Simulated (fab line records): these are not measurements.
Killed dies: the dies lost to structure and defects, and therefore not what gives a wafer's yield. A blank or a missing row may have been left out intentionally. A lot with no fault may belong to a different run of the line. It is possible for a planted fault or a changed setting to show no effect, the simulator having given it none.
The tool behind it: which one?	flow gf180mcu	7 lots with 21 wafers sampled at 3 steps, on a route of 602 steps

## WHAT THE GAUGES READ, wafer by wafer
GF_V1_RS_MEAS_24: the measuring method here is four-point-probe.
lot	measured	on	V1_W_RS (ohm/sq)
L530	day 19 07:23	filmMetro-01	0.322 0.322 0.322
L532	day 20 11:40	filmMetro-04	0.325 0.323 0.332
L535	day 21 10:23	filmMetro-02	0.328 0.327 0.326
L537	day 22 00:22	filmMetro-04	0.324 0.330 0.326
L540	day 23 02:30	filmMetro-02	0.321 0.324 0.328
L543	day 24 06:29	filmMetro-01	0.327 0.327 0.324
L550	day 26 03:04	filmMetro-04	0.330 0.333 0.329

## TOOL THAT RAN EACH LOT (tool first, then ch and the chambers of the sampled wafers, then the start)
lot	GF_V1_SPUTTER_21	GF_V1_SPUTTER_22
L530	pvdSputter-04, day 19 07:11	pvdSputter-04, day 19 07:14
L532	pvdSputter-02, day 20 11:24	pvdSputter-02, day 20 11:28
L535	pvdSputter-01, day 21 10:11	pvdSputter-01, day 21 10:14
L537	pvdSputter-01, day 22 00:06	pvdSputter-01, day 22 00:10
L540	pvdSputter-01, day 23 02:16	pvdSputter-01, day 23 02:20
L543	pvdSputter-04, day 24 06:16	pvdSputter-04, day 24 06:20
L550	pvdSputter-01, day 26 02:51	pvdSputter-01, day 26 02:55
- GF_V1_SPUTTER_21: material Ti, target thk 15 nm, time 80.02 s.
- GF_V1_SPUTTER_22: material TiN, target thk 10 nm, time 40 s.

## THE ANSWER, worked out from the rows above alone
Rule: the lots themselves supply what counts as usual. Put in order of their means at a reading, lots are off if they are a third of the lots or fewer, leave a main group of 4 or more, and stand apart from it by a gap of 3 or more times the standard deviation of the main group's means; of several such gaps the widest counts. Not used: any main group whose means are identical at the precision the tables above print for the reading. A lot without any number at a reading at which 4 lots or more have one is off too. Where the step has rows for the other lots, those lots are counted as sound.
Nothing can be told from this: no lot is off at any reading shown.

## WHAT WAS PUT IN BY THE SIMULATOR
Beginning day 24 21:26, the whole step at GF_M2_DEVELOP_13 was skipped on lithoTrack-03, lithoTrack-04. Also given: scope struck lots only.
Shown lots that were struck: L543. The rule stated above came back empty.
